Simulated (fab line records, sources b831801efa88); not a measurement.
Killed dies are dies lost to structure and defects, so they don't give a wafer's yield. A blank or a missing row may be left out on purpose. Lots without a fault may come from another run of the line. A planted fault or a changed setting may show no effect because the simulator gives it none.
Tool commonality check | flow gf180mcu | 15 lots, 45 wafers sampled

WHY IT WAS OPENED
At GF_VT_IMPLANT_OVL_MEAS_40 the reading VT_IMPLANT_03_OVL is flagged on 4 of 15 lots. Wafers without a fault read -1.1 nm, standard deviation 1.6.
Rule: a lot is flagged when every wafer of it that has a number lies more than 4 standard deviations from that mean, or none has a number. The other lots count as sound.

lot  | measured     | on         | VT_IMPLANT_03_OVL (nm), wafer by wafer | flag
L920 | day 7 16:12  | overlay-02 | 0.1 -0.2 1.5                           |
L921 | day 7 20:39  | overlay-02 | -0.9 0.2 -1.5                          |
L922 | day 8 01:11  | overlay-01 | -3.2 -4.4 -2.6                         |
L925 | day 9 00:14  | overlay-02 | -1.7 -0.7 -1.2                         |
L926 | day 9 07:34  | overlay-02 | -0.7 -3.4 -2.6                         |
L927 | day 9 12:02  | overlay-01 | -2.4 -0.5 -0.9                         |
L928 | day 9 17:43  | overlay-02 | -3.0 -0.8 -2.4                         |
L929 | day 10 01:13 | overlay-02 | -112.5 -112.4 -112.3                   | FLAGGED
L930 | day 10 06:41 | overlay-01 | -2.9 -2.3 -2.3                         |
L935 | day 11 21:41 | overlay-01 | -108.2 -108.0 -109.6                   | FLAGGED
L936 | day 11 23:02 | overlay-01 | -110.3 -107.7 -106.8                   | FLAGGED
L937 | day 12 09:14 | overlay-02 | -110.0 -109.9 -110.4                   | FLAGGED
L939 | day 12 19:34 | overlay-01 | -1.2 -2.0 0.3                          |
L941 | day 13 06:14 | overlay-01 | 0.1 0.1 -1.7                           |
L943 | day 13 21:36 | overlay-01 | 0.1 1.5 1.9                            |
The numbers of the flagged lots are -109.8 nm on average: -108.7 nm against the usual, or -68 standard deviations.

WHICH TOOL RAN EACH LOT
The record holds 1 process step before the reading, out of a route of 602 steps. In each cell: the tool, then ch and the chambers that the sampled wafers went through, then the start.
lot  | flag    | GF_VT_IMPLANT_EXPOSE_37
L920 |         | iline_stepper-01 ch 0, day 7 08:25
L921 |         | iline_stepper-01 ch 0, day 7 12:32
L922 |         | iline_stepper-01 ch 0, day 7 17:10
L925 |         | iline_stepper-02 ch 0, day 8 16:20
L926 |         | iline_stepper-02 ch 0, day 8 23:25
L927 |         | iline_stepper-01 ch 0, day 9 03:52
L928 |         | iline_stepper-01 ch 0, day 9 09:47
L929 | FLAGGED | iline_stepper-01 ch 0, day 9 17:07
L930 |         | iline_stepper-02 ch 0, day 9 22:46
L935 | FLAGGED | iline_stepper-01 ch 0, day 11 12:01
L936 | FLAGGED | iline_stepper-01 ch 0, day 11 13:27
L937 | FLAGGED | iline_stepper-01 ch 0, day 11 23:49
L939 |         | iline_stepper-02 ch 0, day 12 09:49
L941 |         | iline_stepper-02 ch 0, day 12 20:56
L943 |         | iline_stepper-02 ch 0, day 13 11:22
What these steps do:
- GF_VT_IMPLANT_EXPOSE_37: exposes mask Nwell HV AREA, target cd 860 nm.
- GF_VT_IMPLANT_OVL_MEAS_40

FLAGGED OVER TOTAL, TOOL BY TOOL (the gauges that took the reading come last)
step                      | tool             | lots run | flagged | share of the flagged lots | sound lots run after its first flagged lot
GF_VT_IMPLANT_EXPOSE_37   | iline_stepper-01 | 9        | 4       | all                       | 0
GF_VT_IMPLANT_EXPOSE_37   | iline_stepper-02 | 6        | 0       | none                      | -
GF_VT_IMPLANT_OVL_MEAS_40 | overlay-01       | 8        | 2       | some                      | 3 (L939,L941,L943)
GF_VT_IMPLANT_OVL_MEAS_40 | overlay-02       | 7        | 2       | some                      | 0

WHAT THE TABLE ALLOWS
1 row of the table ran every flagged lot: iline_stepper-01 at GF_VT_IMPLANT_EXPOSE_37.
- iline_stepper-01 at GF_VT_IMPLANT_EXPOSE_37: 4 of its 9 lots flagged. Its last sound lot is L928 (day 9 09:47), its first flagged lot L929 (day 9 17:07): a fault that began between those two fits.
One tool is left: iline_stepper-01 at GF_VT_IMPLANT_EXPOSE_37.

WHAT THE SIMULATOR HAD PUT IN
Scanner matching overlay: iline_stepper-01, from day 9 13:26 on, at GF_VT_IMPLANT_EXPOSE_37. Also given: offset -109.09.
Lots struck among those shown: L929, L935, L936, L937. The rule above found the same.
